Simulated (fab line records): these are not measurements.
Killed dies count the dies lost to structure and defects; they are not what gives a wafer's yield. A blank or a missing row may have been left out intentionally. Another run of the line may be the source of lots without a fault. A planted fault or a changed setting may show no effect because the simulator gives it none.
Matching of chambers | flow sky130 | 3 sister chambers for SKY_PASSIVATION_CVD_02 on pecvd-03
The step deposits Si3N4, target thk 540 nm. 18 wafers are shown with their chamber, then 9 later ones without.

WAFERS WITH THEIR CHAMBER
wafer  | chamber | heater_power_w (W) | heater_power_outer_w (W)
L074.1 | 1       | 626                | 364
L074.4 | 1       | 634                | 388
L074.5 | 2       | 904                | 570
L075.1 | 2       | 899                | 563
L075.5 | 0       | 851                | 509
L075.6 | 1       | 604                | 356
L076.4 | 2       | 752                | 452
L076.5 | 0       | 827                | 528
L076.6 | 1       | 648                | 390
L082.2 | 0       | 815                | 511
L082.3 | 2       | 811                | 490
L082.6 | 0       | 711                | 408
L085.1 | 0       | 790                | 469
L085.2 | 1       | 596                | 366
L085.3 | 2       | 918                | 568
L087.4 | 1       | 673                | 406
L087.5 | 0       | 816                | 523
L087.6 | 1       | 522                | 297

SIGNATURES (averages over the wafers above)
reading              | chamber 0 | chamber 1 | chamber 2 | scatter within a chamber
heater_power_w       | 801.67    | 614.71    | 856.80    | 55.8
heater_power_outer_w | 491.33    | 366.71    | 528.60    | 44.6
Rule: distance of a wafer from a chamber = root of the sum over the readings of ((wafer's reading minus chamber's mean) / reading's scatter) squared. If the next closest chamber is less than 2 further off than the closest, the wafer can't be placed; otherwise it belongs to the closest. How the scatter is found: for the shown wafers, subtract from each reading the mean of its chamber, square and add these, divide the total by (wafers less chambers), then take the root.

WAFERS MISSING THEIR CHAMBER
wafer  | heater_power_w (W) | heater_power_outer_w (W)
L092.2 | 588                | 361
L092.4 | 634                | 384
L092.5 | 783                | 454
L093.2 | 642                | 412
L093.4 | 771                | 454
L093.6 | 523                | 300
L096.2 | 827                | 512
L096.4 | 852                | 523
L096.6 | 864                | 559

EACH ONE'S CHAMBER
wafer  | from the rows above     | in truth
L092.2 | 1                       | 1
L092.4 | 1                       | 1
L092.5 | can't be placed: 0 or 2 | 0
L093.2 | 1                       | 1
L093.4 | can't be placed: 0 or 2 | 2
L093.6 | 1                       | 1
L096.2 | can't be placed: 0 or 2 | 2
L096.4 | can't be placed: 2 or 0 | 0
L096.6 | can't be placed: 2 or 0 | 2
4 of 9 placed correctly. Unplaceable from these rows: 5, with the true chamber sitting among the candidates in 5. Wrongly placed: 0.
